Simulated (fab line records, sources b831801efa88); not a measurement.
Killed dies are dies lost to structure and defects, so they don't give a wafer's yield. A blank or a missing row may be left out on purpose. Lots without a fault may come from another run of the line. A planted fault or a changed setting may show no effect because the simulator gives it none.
A struck lot beside a sound one | flow gf180mcu | 18 steps out of a route of 602
Sound: wafers L868.1, L868.3, L868.4. Struck: wafers L873.2, L873.6. (L873.5 of the same lot was not struck and is left out.) The cause comes at the end.
At each step with rows: each side's tool, then ch and its chambers, then its first start. Under that, the readings that differ: sound wafers | struck wafers | difference of the means | sigmas: that difference in standard deviations of wafers without a fault.
alike: readings whose means differ by less than 2 such deviations, and words and numbers that are the same on both sides. not compared: withheld readings, readings that some wafer has no value for, bounds like >300 that may hide the same value, and numbers for which the record gives no deviation and whose values overlap.
The two part at a step that has a row with sigmas, a row that says differs or no value, or rows on one side only. Numbers that don't overlap but have no deviation are shown without sigmas and don't part them. A reading that every wafer of one side lacks parts them only if that side has two wafers or more.

first, 3 steps without rows for these wafers: GF_V3_EXPOSE_11 (exposes mask Via3, target cd 260 nm); GF_V3_PEB_12 (peb time 90 s); GF_V3_DEVELOP_13 (develop time 60 s).
GF_V3_CD_MEAS_14: target cd 260 nm.
  sound on cd_sem-01, day 24 04:21; struck on cd_sem-01, day 25 22:20
  alike: cd_nm
GF_V3_OVL_MEAS_15:
  sound on overlay-02, day 24 04:28; struck on overlay-01, day 25 22:26
  alike: V3_OVL
GF_V3_ETCH_16: etches BARC in N2/H2.
  sound on rie_diel-02 ch 1,2,3, day 24 04:31; struck on rie_diel-03 ch 1,3, day 25 22:28
  alike: drypump_motor_current_A, oes_product_au, rf_fwd_power_W, throttle_valve_pct
then, 1 step without rows for these wafers: GF_V3_ETCH_17 (etches SiO2 in C4F8/O2/Ar, stops on TiN, target depth 635 nm).
GF_V3_STRIP_18: strips in O2/N2.
  sound on plasma_asher-04 ch 0,1, day 24 04:38; struck on plasma_asher-04 ch 0,1, day 25 22:35
  alike: drypump_motor_current_A, heater_power_w, oes_product_au
  not compared: rf_hours_counter_h
then, 2 steps without rows for these wafers: GF_V3_STRIP_19 (strips in post etch residue remover, time 1200 s); GF_V3_CLEAN_20 (cleans in DIW).
GF_V3_SPUTTER_21: material Ti, target thk 15 nm, time 80.02 s.
  sound on pvd_sputter-04, day 24 05:11; struck on pvd_sputter-01, day 25 23:09
  alike: throttle_valve_pct
GF_V3_SPUTTER_22: material TiN, target thk 10 nm, time 40 s.
  sound on pvd_sputter-04, day 24 05:14; struck on pvd_sputter-01, day 25 23:13
  alike: throttle_valve_pct
GF_V3_CVD_23: deposits W, target thk 350 nm, time 104.9 s.
  sound on cvd_w-01 ch 0,1, day 24 05:17; struck on cvd_w-01 ch 1, day 25 23:16
  reading                          | sound             | struck      | difference | sigmas
  model.W_of_V3_CVD_23.thk_nm (nm) | 353.4 353.3 354.6 | 517.2 510.9 | +160.3     |
  alike: heater_power_w, susceptor_temp_C
  not compared: since_wet_clean_h
GF_V3_RS_MEAS_24: measures by four-point-probe.
  sound on film_metro-01, day 24 05:23; struck on film_metro-03, day 25 23:24
  reading          | sound             | struck      | difference | sigmas
  V3_W_RS (ohm/sq) | 0.324 0.323 0.323 | 0.221 0.223 | -0.101     | -28
GF_V3_THK_MEAS_25: measures by xrf.
  sound on film_metro-01, day 24 05:31; struck on film_metro-03, day 25 23:31
  reading       | sound       | struck  | difference | sigmas
  V3_W_THK (nm) | 358 358 361 | 522 518 | +161       | +29
GF_V3_CMP_26: polishes, stops on SiO2, t overpolish 15 s, target thk 0 nm.
  sound on cmp-01 ch 0,2,3, day 24 05:37; struck on cmp-01 ch 0,3, day 25 23:37
  reading                | sound    | struck  | difference | sigmas
  time_to_endpoint_s (s) | 84 88 94 | 125 124 | +36        | +8
  alike: motor_current_A
GF_M4_SPUTTER_00: material Ti, target thk 37.5 nm, time 150 s.
  sound on pvd_sputter-01, day 24 05:52; struck on pvd_sputter-02, day 25 23:52
  alike: throttle_valve_pct
-- the record jumps here: 6 days lie between the struck wafers' starts before and after (it left off in module M4 and takes up again in module PASSIVATION, whose first step shown is number 602 of the route) --
GF_PASSIVATION_PROBE_99:
  the record has rows for the struck wafers here (prober-02, day 31 21:31) and none for the sound ones

WHERE THEY PART
First at GF_V3_RS_MEAS_24; last, within this record, at GF_PASSIVATION_PROBE_99.

WHY: what the simulator had put in
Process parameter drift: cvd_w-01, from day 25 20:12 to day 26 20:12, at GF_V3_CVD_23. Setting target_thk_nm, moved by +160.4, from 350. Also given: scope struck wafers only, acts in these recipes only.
